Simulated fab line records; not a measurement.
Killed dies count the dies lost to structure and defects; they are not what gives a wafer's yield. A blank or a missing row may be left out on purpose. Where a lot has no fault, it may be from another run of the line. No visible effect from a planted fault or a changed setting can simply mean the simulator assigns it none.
Matching of chambers / flow gf180mcu / cmp-01 running GF_STI_CMP_25: 3 sister chambers
The step polishes, stops on Si3N4, t overpolish 33 s, target thk 524.6 nm. 6 wafers are shown with their chamber, then 6 later ones without.

EACH WAFER AND ITS CHAMBER
wafer=L542.4; chamber=0; motor current A (A)=11.3; time to endpoint s (s)=128
wafer=L544.1; chamber=0; motor current A (A)=10.7; time to endpoint s (s)=124
wafer=L544.3; chamber=2; motor current A (A)=12.5; time to endpoint s (s)=121
wafer=L545.1; chamber=2; motor current A (A)=12.0; time to endpoint s (s)=121
wafer=L545.4; chamber=1; motor current A (A)=12.3; time to endpoint s (s)=125
wafer=L545.5; chamber=1; motor current A (A)=12.2; time to endpoint s (s)=119

WAFERS WITHOUT THEIR CHAMBER
wafer=L546.2; motor current A (A)=11.9; time to endpoint s (s)=121
wafer=L546.3; motor current A (A)=12.0; time to endpoint s (s)=124
wafer=L546.5; motor current A (A)=11.9; time to endpoint s (s)=124
wafer=L553.2; motor current A (A)=11.7; time to endpoint s (s)=132
wafer=L553.6; motor current A (A)=12.3; time to endpoint s (s)=127
wafer=L554.3; motor current A (A)=12.0; time to endpoint s (s)=132

WHICH CHAMBER EACH ONE RAN IN
wafer=L546.2; from the rows above=can't be placed: 2 or 1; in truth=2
wafer=L546.3; from the rows above=can't be placed: 1 or 2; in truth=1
wafer=L546.5; from the rows above=can't be placed: 1 or 2 or 0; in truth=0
wafer=L553.2; from the rows above=can't be placed: 0 or 1 or 2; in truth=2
wafer=L553.6; from the rows above=can't be placed: 1 or 2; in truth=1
wafer=L554.3; from the rows above=can't be placed: 1 or 0 or 2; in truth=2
Placed correctly: 0 of 6. Can't be placed from these rows: 6 (the true chamber is among the candidates in 6). Wrongly placed: 0.
How it was worked out, from the rows above alone: a wafer's distance from a chamber is the root of the sum, over the readings, of the square of ((its reading less the chamber's mean) divided by the reading's scatter). The wafer belongs to the nearest chamber; if the next one is less than 2 further off, it can't be placed. The mean given for a chamber averages the wafers shown for that chamber. How the scatter is found: for the shown wafers, subtract from each reading the mean of its chamber, square and add these, divide the total by (wafers less chambers), then take the root.
